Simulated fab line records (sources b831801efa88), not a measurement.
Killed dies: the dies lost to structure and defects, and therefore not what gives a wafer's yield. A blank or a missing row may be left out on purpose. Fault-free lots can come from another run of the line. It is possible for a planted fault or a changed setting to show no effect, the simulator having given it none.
A lot that was struck, set against a sound lot / flow gf180mcu / 14 out of 602 route steps
Sound: the wafers L102.2, L102.3, L102.5. Struck: wafers L996.1, L996.3, L996.4. The cause comes at the end.
Order at every step that has rows: each side's tool, ch and its chambers, its first start. Under that, the readings that differ: sound wafers / struck wafers / difference of the means / sigmas: that difference in standard deviations of wafers without a fault.
alike: readings whose means differ by less than 2 such deviations, and words and numbers that are the same on both sides. not compared: withheld readings, readings that some wafer has no value for, bounds like >300 that may hide the same value, and numbers for which the record gives no deviation and whose values overlap.
The two part at a step that has a row with sigmas, a row that says differs or no value, or rows on one side only. Non-overlapping numbers with no deviation appear without sigmas and do not part them. Lack of a reading on every wafer of one side parts them only where that side has two or more wafers.

GF_TOP_METAL_SPUTTER_00: material Ti, target thk 37.5 nm, time 150 s.
  sound: pvdSputter-02 at day 31 17:41; struck: pvdSputter-01 at day 30 00:32
  alike: chamberPressurePa, throttleValvePct
GF_TOP_METAL_SPUTTER_01: material TiN, target thk 30 nm, time 25 s.
  sound: pvdSputter-02 at day 31 17:47; struck: pvdSputter-01 at day 30 00:38
  alike: chamberPressurePa, throttleValvePct
GF_TOP_METAL_SPUTTER_02: material AlCu, target thk 900 nm, time 47.82 s.
  sound: pvdSputter-02 at day 31 17:50; struck: pvdSputter-01 at day 30 00:40
  alike: chamberPressurePa, throttleValvePct
GF_TOP_METAL_SPUTTER_03: material Ti, target thk 5 nm, time 3.3 s.
  sound: pvdSputter-02 at day 31 17:52; struck: pvdSputter-01 at day 30 00:43
  alike: chamberPressurePa, throttleValvePct
GF_TOP_METAL_SPUTTER_04: material TiN, target thk 25 nm, time 20.8 s.
  sound: pvdSputter-02 at day 31 17:53; struck: pvdSputter-01 at day 30 00:44
  alike: chamberPressurePa, throttleValvePct
GF_TOP_METAL_RS_MEAS_05: measures by four-point-probe.
  sound: filmMetro-02 at day 31 17:56; struck: filmMetro-01 at day 30 00:46
  alike: TOP_METAL_ALCU_RS
GF_TOP_METAL_THK_MEAS_06: measures by xrf.
  sound: filmMetro-02 at day 31 18:03; struck: filmMetro-01 at day 30 00:53
  alike: TOP_METAL_ALCU_THK
then, 5 steps without rows for these wafers: GF_TOP_METAL_DEHYDRATE_07 (time 60 s); GF_TOP_METAL_HMDS_08 (prime time 60 s); GF_TOP_METAL_COAT_09 (resist thk 1500 nm); GF_TOP_METAL_SOFTBAKE_10 (time 60 s); GF_TOP_METAL_EXPOSE_11 (exposes mask MetalTop, target cd 440 nm).
GF_TOP_METAL_PEB_12:
  sound on lithoTrack-01 ch 0, day 32 11:01; struck on lithoTrack-02, day 30 18:40
reading=exhaustPa (Pa); sound=44.9 46.6 45.1; struck=- - -; difference=no value on the struck wafers; sigmas=
  not compared: chillPlateTempC, resistLineTempC, timeS
then, 1 step without rows for these wafers: GF_TOP_METAL_DEVELOP_13 (develop time 60 s).

## WHERE THEY PART
Within this record, at GF_TOP_METAL_PEB_12 only.

WHY: the cause the simulator had injected
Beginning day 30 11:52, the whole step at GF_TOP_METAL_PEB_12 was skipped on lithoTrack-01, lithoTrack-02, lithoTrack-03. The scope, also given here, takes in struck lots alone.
